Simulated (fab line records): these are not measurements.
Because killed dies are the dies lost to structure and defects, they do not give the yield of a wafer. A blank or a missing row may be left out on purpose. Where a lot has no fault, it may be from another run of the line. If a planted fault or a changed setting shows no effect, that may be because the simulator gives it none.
fab line records -- flow gf180mcu
[record] lots = 13, wafers = 39, last-day = 34
route steps=602 shown STI@31 POLY_GATE@169 HV_LDD@210 V1@336
lots that met no fault: from a run of the same line without faults
start-h: start of the lot's first displayed wafer, in hours after the record's first day -- wait-h: hours since the lot's step before -- " as in the row above -- L1.1+2: several wafers, shown together as one row -- - no value, or no start given -- * or withheld: withheld -- < > ~ a bound
route shown NAME@n: names a module that has steps shown in the file, with the first one's number in the route -- usual: the fault-free wafers' mean and standard deviation -- same: alike in all rows -- chamber/n: place in a boat -- sites: readings site by site -- _std_site: how widely they spread, as a standard deviation -- _edge_site: mean of outer sites minus mean of inner sites -- radius-mm: how far each site lies from the wafer's centre -- mask NAME#n: copy n -- behind: the tool/chamber that last shaped the wafer -- hold: why the lot was held/for how many hours/how that ended -- device: the transistor (n, p or np) that didn't switch -- end of line: at the end of the route, the tests of the same wafers -- for a step that has no rows: nothing shown but its recipe -- killed: the dies lost at the first sort to structure and to defects; this is not the yield of the wafer -- map: a wafer's dies, x killed, . not, _ none there
set.NAME: the setting that was run; set.NAME@STEP: the one run at that earlier step -- model.NAME: the simulator's own value behind a step, which no gauge read
steps of the route over a sample of lots; a table a step, a row a wafer
services: the hour from which a tool's chamber was out of use, counted from the record's first day as start-h (under 0 if before that day), plus the number of hours and why
[[steps]]
[step GF_STI_THK_MEAS_30]
[recipe] reads = SiO2_of_STI_OXIDATION_29
[usual] STI_OXIDATION_02_THK = 10.03/0.21
lot.wafer,tool,chamber,start-h,wait-h,STI_OXIDATION_02_THK[nm]
L318.3,film-metro-04,-,29.83,0.0,9.92
L318.5,film-metro-04,-,29.83,0.0,9.93
L318.6,film-metro-04,-,29.83,0.0,9.71
L320.2,film-metro-04,-,40.79,0.0,10.03
L320.3,film-metro-04,-,40.79,0.0,9.92
L320.6,film-metro-04,-,40.79,0.0,9.94
L321.2,film-metro-03,-,45.79,0.0,10.15
L321.3,film-metro-03,-,45.79,0.0,10.39
L321.5,film-metro-03,-,45.79,0.0,10.13
L322.4,film-metro-01,-,49.86,0.0,9.75
L322.5,film-metro-01,-,49.86,0.0,9.76
L322.6,film-metro-01,-,49.86,0.0,9.68
L323.1,film-metro-03,-,55.96,0.0,10.01
L323.3,film-metro-03,-,55.96,0.0,10.22
L323.4,film-metro-03,-,55.96,0.0,9.96
L324.1,film-metro-03,-,62.22,0.0,10.06
L324.3,film-metro-03,-,62.22,0.0,10.02
L324.5,film-metro-03,-,62.22,0.0,9.88
L325.3,film-metro-01,-,67.58,0.0,9.90
L325.5,film-metro-01,-,67.58,0.0,10.04
L325.6,film-metro-01,-,67.58,0.0,9.99
L326.3,film-metro-01,-,70.31,0.0,9.92
L326.5,film-metro-01,-,70.31,0.0,10.07
L326.6,film-metro-01,-,70.31,0.0,10.19
L327.1,film-metro-01,-,75.73,0.0,10.28
L327.3,film-metro-01,-,75.73,0.0,10.07
L327.6,film-metro-01,-,75.73,0.0,9.91
L334.3,film-metro-04,-,112.93,0.0,10.26
L334.5,film-metro-04,-,112.93,0.0,10.32
L334.6,film-metro-04,-,112.93,0.0,10.18
L335.1,film-metro-04,-,118.07,0.0,10.15
L335.4,film-metro-04,-,118.07,0.0,9.96
L335.5,film-metro-04,-,118.07,0.0,10.09
L337.2,film-metro-01,-,128.51,0.0,9.67
L337.4,film-metro-01,-,128.51,0.0,9.81
L337.5,film-metro-01,-,128.51,0.0,9.61
L339.2,film-metro-04,-,138.78,0.0,9.79
L339.5,film-metro-04,-,138.78,0.0,9.66
L339.6,film-metro-04,-,138.78,0.0,9.69
[step GF_POLY_GATE_ETCH_12]
[recipe] chemistry = N2/H2, target-depth-a = withheld, overetch-a = withheld, time-s = withheld, target = BARC, ion-energy-ev = 200, source-w = 500, bias-w = 100, pressure-mtorr = 30, n2-flow-sccm = 100, h2-flow-sccm = 200
[usual] drypump-motor-current-A = 5.4/0.45, oes-product-au = 0.736/0.0047, throttle-valve-pct = 13.214/0.0089
lot.wafer,tool,chamber,start-h,wait-h,drypump-motor-current-A,oes-product-au,throttle-valve-pct
L318.3,rie-diel-04,2,195.80,0.0,4.7,0.742,13.216
L318.5,rie-diel-04,0,195.80,0.0,4.8,0.732,13.213
L318.6,rie-diel-04,1,195.80,0.0,5.7,0.731,13.224
L320.2,rie-diel-02,0,210.69,0.0,6.0,0.732,13.221
L320.3,rie-diel-02,1,210.69,0.0,5.3,0.734,13.217
L320.6,rie-diel-02,0,210.69,0.0,6.0,0.737,13.206
L321.2,rie-diel-04,1,220.20,0.0,5.7,0.739,13.213
L321.3,rie-diel-04,3,220.20,0.0,5.3,0.730,13.207
L321.5,rie-diel-04,2,220.20,0.0,4.7,0.736,13.234
L322.4,rie-diel-04,3,231.16,0.0,5.3,0.744,13.229
L322.5,rie-diel-04,1,231.16,0.0,5.7,0.733,13.218
L322.6,rie-diel-04,2,231.16,0.0,4.7,0.730,13.210
L323.1,rie-diel-04,1,234.63,0.0,5.7,0.731,13.211
L323.3,rie-diel-04,3,234.63,0.0,5.3,0.741,13.228
L323.4,rie-diel-04,1,234.63,0.0,5.7,0.732,13.214
L324.1,rie-diel-02,0,242.49,0.0,6.0,0.740,13.210
L324.3,rie-diel-02,2,242.49,0.0,6.5,0.736,13.216
L324.5,rie-diel-02,0,242.49,0.0,6.0,0.732,13.214
L325.3,rie-diel-02,2,249.55,0.0,6.5,0.741,13.211
L325.5,rie-diel-02,2,249.55,0.0,6.4,0.736,13.210
L325.6,rie-diel-02,3,249.55,0.0,5.1,0.740,13.211
L326.3,rie-diel-01,1,255.28,0.0,5.6,0.737,13.216
L326.5,rie-diel-01,1,255.28,0.0,5.6,0.741,13.215
L326.6,rie-diel-01,3,255.28,0.0,5.3,0.735,13.220
L327.1,rie-diel-02,2,259.68,0.0,6.5,0.732,13.203
L327.3,rie-diel-02,3,259.68,0.0,5.0,0.741,13.206
L327.6,rie-diel-02,2,259.68,0.0,6.5,0.733,13.225
L334.3,rie-diel-02,3,315.75,0.0,5.0,0.732,13.231
L334.5,rie-diel-02,3,315.75,0.0,5.0,0.730,13.217
L334.6,rie-diel-02,0,315.75,0.0,6.0,0.729,13.213
L335.1,rie-diel-02,2,323.29,0.0,6.5,0.736,13.218
L335.4,rie-diel-02,1,323.29,0.0,5.3,0.722,13.223
L335.5,rie-diel-02,0,323.29,0.0,6.0,0.742,13.214
L337.2,rie-diel-01,0,333.54,0.0,5.5,0.736,13.221
L337.4,rie-diel-01,2,333.54,0.0,5.1,0.731,13.200
L337.5,rie-diel-01,1,333.54,0.0,5.6,0.740,13.218
L339.2,rie-diel-01,0,348.50,0.0,5.5,0.738,13.198
L339.5,rie-diel-01,2,348.50,0.0,5.1,0.734,13.211
L339.6,rie-diel-01,1,348.50,0.0,5.6,0.728,13.224
[step GF_HV_LDD_IMPLANT_34]
[recipe] species = P, energy-kev = 60, dose-cm2 = 7.5e+12, tilt-deg = 30, rotation-deg = 90
[usual] faraday-current-uA = 42.4/0.82, rotation-deg = 89.998/0.027
lot.wafer,tool,chamber,start-h,wait-h,faraday-current-uA,rotation-deg
L318.3,implanter-04,0,253.78,0.1,43.0,89.991
L318.5,implanter-04,0,253.78,0.1,41.1,89.967
L318.6,implanter-04,0,253.78,0.1,43.5,89.987
L320.2,implanter-02,0,270.14,0.1,43.0,90.007
L320.3,implanter-02,0,270.14,0.1,42.2,90.005
L320.6,implanter-02,0,270.14,0.1,42.2,90.017
L321.2,implanter-03,0,278.87,0.1,42.7,89.976
L321.3,implanter-03,0,278.87,0.1,41.9,89.939
L321.5,implanter-03,0,278.87,0.1,40.5,89.958
L322.4,implanter-04,0,290.72,0.1,41.5,90.022
L322.5,implanter-04,0,290.72,0.1,42.0,90.013
L322.6,implanter-04,0,290.72,0.1,40.9,90.025
L323.1,implanter-02,0,294.04,0.1,41.8,90.007
L323.3,implanter-02,0,294.04,0.1,42.0,89.983
L323.4,implanter-02,0,294.04,0.1,40.4,89.970
L324.1,implanter-02,0,302.04,0.1,41.4,90.021
L324.3,implanter-02,0,302.04,0.1,43.3,89.988
L324.5,implanter-02,0,302.04,0.1,41.1,90.036
L325.3,implanter-04,0,309.76,0.1,41.6,90.012
L325.5,implanter-04,0,309.76,0.1,42.5,90.023
L325.6,implanter-04,0,309.76,0.1,41.3,90.009
L326.3,implanter-03,0,317.20,0.1,41.7,89.971
L326.5,implanter-03,0,317.20,0.1,43.1,90.041
L326.6,implanter-03,0,317.20,0.1,42.1,90.011
L327.1,implanter-03,0,321.34,0.1,40.8,89.983
L327.3,implanter-03,0,321.34,0.1,42.1,89.990
L327.6,implanter-03,0,321.34,0.1,41.5,90.035
L334.3,implanter-03,0,385.91,0.1,41.1,90.010
L334.5,implanter-03,0,385.91,0.1,43.4,89.966
L334.6,implanter-03,0,385.91,0.1,43.5,89.989
L335.1,implanter-03,0,391.76,0.1,43.2,90.010
L335.4,implanter-03,0,391.76,0.1,42.5,89.947
L335.5,implanter-03,0,391.76,0.1,43.0,90.000
L337.2,implanter-04,0,403.08,0.1,42.7,90.034
L337.4,implanter-04,0,403.08,0.1,42.4,89.967
L337.5,implanter-04,0,403.08,0.1,42.9,89.998
L337.2,implanter-04,0,403.40,0.3,41.8,89.990
L337.4,implanter-04,0,403.40,0.3,44.1,90.004
L337.5,implanter-04,0,403.40,0.3,42.5,90.001
L339.2,implanter-03,0,419.11,0.1,41.1,90.027
L339.5,implanter-03,0,419.11,0.1,41.0,89.992
L339.6,implanter-03,0,419.11,0.1,43.1,89.992
L339.2,implanter-03,0,419.43,0.3,43.2,90.006
L339.5,implanter-03,0,419.43,0.3,43.3,90.019
L339.6,implanter-03,0,419.43,0.3,42.8,90.060
[step GF_HV_LDD_TW_MEAS_38]
[usual] HV_LDD_3_TW = 1431/10
lot.wafer,tool,chamber,start-h,wait-h,HV_LDD_3_TW
L318.3,film-metro-04,-,254.30,0.1,1440
L318.5,film-metro-04,-,254.30,0.1,1445
L318.6,film-metro-04,-,254.30,0.1,1437
L320.2,film-metro-04,-,270.67,0.1,1435
L320.3,film-metro-04,-,270.67,0.1,1432
L320.6,film-metro-04,-,270.67,0.1,1431
L321.2,film-metro-04,-,279.40,0.1,1429
L321.3,film-metro-04,-,279.40,0.1,1433
L321.5,film-metro-04,-,279.40,0.1,1434
L322.4,film-metro-01,-,291.22,0.1,1420
L322.5,film-metro-01,-,291.22,0.1,1409
L322.6,film-metro-01,-,291.22,0.1,1419
L323.1,film-metro-04,-,294.59,0.1,1445
L323.3,film-metro-04,-,294.59,0.1,1446
L323.4,film-metro-04,-,294.59,0.1,1445
L324.1,film-metro-01,-,302.59,0.1,1423
L324.3,film-metro-01,-,302.59,0.1,1409
L324.5,film-metro-01,-,302.59,0.1,1410
L325.3,film-metro-02,-,310.28,0.1,1427
L325.5,film-metro-02,-,310.28,0.1,1437
L325.6,film-metro-02,-,310.28,0.1,1429
L326.3,film-metro-04,-,317.72,0.1,1441
L326.5,film-metro-04,-,317.72,0.1,1434
L326.6,film-metro-04,-,317.72,0.1,1443
L327.1,film-metro-04,-,321.89,0.1,1437
L327.3,film-metro-04,-,321.89,0.1,1438
L327.6,film-metro-04,-,321.89,0.1,1427
L334.3,film-metro-04,-,386.43,0.1,1443
L334.5,film-metro-04,-,386.43,0.1,1444
L334.6,film-metro-04,-,386.43,0.1,1439
L335.1,film-metro-02,-,392.31,0.1,1423
L335.4,film-metro-02,-,392.31,0.1,1422
L335.5,film-metro-02,-,392.31,0.1,1423
L337.2,film-metro-04,-,403.94,0.1,1553
L337.4,film-metro-04,-,403.94,0.1,1546
L337.5,film-metro-04,-,403.94,0.1,1548
L339.2,film-metro-04,-,419.97,0.1,1544
L339.5,film-metro-04,-,419.97,0.1,1548
L339.6,film-metro-04,-,419.97,0.1,1550
[step GF_HV_LDD_RS_MEAS_53]
[recipe] thk-meas-gauge = four-point-probe
[usual] HV_LDD_RS = 418.4/0.9
lot.wafer,tool,chamber,start-h,wait-h,HV_LDD_RS[ohm/sq]
L318.3,film-metro-04,-,273.88,0.1,419.4
L318.5,film-metro-04,-,273.88,0.1,419.0
L318.6,film-metro-04,-,273.88,0.1,418.8
L320.2,film-metro-04,-,290.04,0.1,419.3
L320.3,film-metro-04,-,290.04,0.1,418.9
L320.6,film-metro-04,-,290.04,0.1,419.6
L321.2,film-metro-01,-,299.51,0.1,419.1
L321.3,film-metro-01,-,299.51,0.1,418.9
L321.5,film-metro-01,-,299.51,0.1,418.7
L322.4,film-metro-04,-,311.60,0.1,417.9
L322.5,film-metro-04,-,311.60,0.1,418.7
L322.6,film-metro-04,-,311.60,0.1,418.0
L323.1,film-metro-01,-,315.94,0.1,418.6
L323.3,film-metro-01,-,315.94,0.1,419.7
L323.4,film-metro-01,-,315.94,0.1,419.2
L324.1,film-metro-04,-,322.94,0.1,418.7
L324.3,film-metro-04,-,322.94,0.1,418.8
L324.5,film-metro-04,-,322.94,0.1,419.9
L325.3,film-metro-04,-,331.53,0.1,419.4
L325.5,film-metro-04,-,331.53,0.1,418.5
L325.6,film-metro-04,-,331.53,0.1,418.5
L326.3,film-metro-01,-,338.67,0.1,417.4
L326.5,film-metro-01,-,338.67,0.1,418.3
L326.6,film-metro-01,-,338.67,0.1,418.3
L327.1,film-metro-04,-,343.54,0.1,417.8
L327.3,film-metro-04,-,343.54,0.1,418.3
L327.6,film-metro-04,-,343.54,0.1,417.9
L334.3,film-metro-01,-,410.31,0.1,417.1
L334.5,film-metro-01,-,410.31,0.1,417.0
L334.6,film-metro-01,-,410.31,0.1,417.6
L335.1,film-metro-01,-,415.87,0.1,419.8
L335.4,film-metro-01,-,415.87,0.1,420.3
L335.5,film-metro-01,-,415.87,0.1,419.8
L337.2,film-metro-02,-,427.44,0.1,399.5
L337.4,film-metro-02,-,427.44,0.1,399.7
L337.5,film-metro-02,-,427.44,0.1,399.6
L339.2,film-metro-02,-,444.21,0.1,400.3
L339.5,film-metro-02,-,444.21,0.1,399.6
L339.6,film-metro-02,-,444.21,0.1,399.7
[step GF_V1_THK_MEAS_01]
[recipe] reads = SiO2_of_V1_CVD_00
[usual] V1_CVD_00_THK = 606/8.1
lot.wafer,tool,chamber,start-h,wait-h,V1_CVD_00_THK[nm]
L318.3,film-metro-01,-,386.12,0.1,600
L318.5,film-metro-01,-,386.12,0.1,592
L318.6,film-metro-01,-,386.12,0.1,598
L320.2,film-metro-03,-,404.36,0.0,608
L320.3,film-metro-03,-,404.36,0.0,613
L320.6,film-metro-03,-,404.36,0.0,612
L321.2,film-metro-04,-,416.53,0.0,600
L321.3,film-metro-04,-,416.53,0.0,604
L321.5,film-metro-04,-,416.53,0.0,604
L322.4,film-metro-01,-,433.65,0.0,610
L322.5,film-metro-01,-,433.65,0.0,617
L322.6,film-metro-01,-,433.65,0.0,608
L323.1,film-metro-03,-,435.96,0.0,610
L323.3,film-metro-03,-,435.96,0.0,605
L323.4,film-metro-03,-,435.96,0.0,617
L324.1,film-metro-03,-,448.81,0.0,601
L324.3,film-metro-03,-,448.81,0.0,594
L324.5,film-metro-03,-,448.81,0.0,604
L325.3,film-metro-01,-,453.47,0.1,614
L325.5,film-metro-01,-,453.47,0.1,613
L325.6,film-metro-01,-,453.47,0.1,603
L326.3,film-metro-03,-,463.65,0.1,611
L326.5,film-metro-03,-,463.65,0.1,620
L326.6,film-metro-03,-,463.65,0.1,606
L327.1,film-metro-03,-,465.82,0.0,606
L327.3,film-metro-03,-,465.82,0.0,586
L327.6,film-metro-03,-,465.82,0.0,610
L334.3,film-metro-01,-,537.75,0.1,611
L334.5,film-metro-01,-,537.75,0.1,611
L334.6,film-metro-01,-,537.75,0.1,610
L335.1,film-metro-01,-,542.38,0.0,608
L335.4,film-metro-01,-,542.38,0.0,613
L335.5,film-metro-01,-,542.38,0.0,609
L337.2,film-metro-04,-,553.83,0.0,617
L337.4,film-metro-04,-,553.83,0.0,609
L337.5,film-metro-04,-,553.83,0.0,610
L339.2,film-metro-01,-,569.52,0.1,601
L339.5,film-metro-01,-,569.52,0.1,591
L339.6,film-metro-01,-,569.52,0.1,594
[[services]]
tool,chamber,start-h,hours,kind
rie-diel-02,3,193.04,12.1,repair
implanter-04,-,202.69,0.8,repair
rie-diel-04,1,203.92,4.8,repair
implanter-04,-,205.37,5.9,repair
rie-diel-02,2,207.13,-,clean
rie-diel-02,2,207.13,25.1,scheduled-down
rie-diel-02,2,207.13,25.1,vent-cycle
rie-diel-04,0,230.40,4.3,repair
implanter-02,-,231.95,3.4,repair
rie-diel-02,1,246.90,7.5,repair
rie-diel-04,1,247.45,5.2,repair
rie-diel-04,1,266.67,3.3,repair
implanter-04,-,287.11,1.6,repair
implanter-03,-,289.66,3.0,repair
rie-diel-01,-,294.78,0.3,repair
rie-diel-02,3,316.87,-,clean
rie-diel-02,3,316.87,23.4,scheduled-down
rie-diel-02,3,316.87,23.4,vent-cycle
implanter-04,-,319.12,2.5,repair
rie-diel-02,-,333.46,0.5,repair
implanter-02,-,356.04,2.2,repair
rie-diel-04,0,358.01,5.0,repair
implanter-02,-,369.83,70.5,pm
rie-diel-01,1,380.94,8.9,repair
[[key]]
[first-sign] step = GF_HV_LDD_IMPLANT_34, reading = visit, direction = added
[effect] step = GF_HV_LDD_TW_MEAS_38, reading = HV_LDD_3_TW, direction = up, sigmas = 12, usual = 1431, struck = 1548
[effect] step = GF_HV_LDD_RS_MEAS_53, reading = HV_LDD_RS, direction = down, sigmas = 21, usual = 418.4, struck = 399.7
met-at GF_HV_LDD_IMPLANT_34
struck-lots L337,L339
rows-end L337.2,L337.5,L339.2,L339.6
tester-left-out L337,L339
not-acting-at GF_STI_THK_MEAS_30,GF_POLY_GATE_ETCH_12,GF_V1_THK_MEAS_01
[fault] kind = repeated-step-whole, tool = implanter-02,implanter-03,implanter-04, chamber = -, onset-h = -, steps = GF_HV_LDD_IMPLANT_34, times = 1, scope = struck-lots-only
// tester-left-out: of these lots the tester's yield and bins aren't shown, on N5 and GAA mostly nor the transistor test; their killed dies are dies lost to structure and defects alone, not to doping, threshold or leakage, so they don't give the yield
// rows-end: these wafers met a further fault down the route, and their rows from its step on are left out
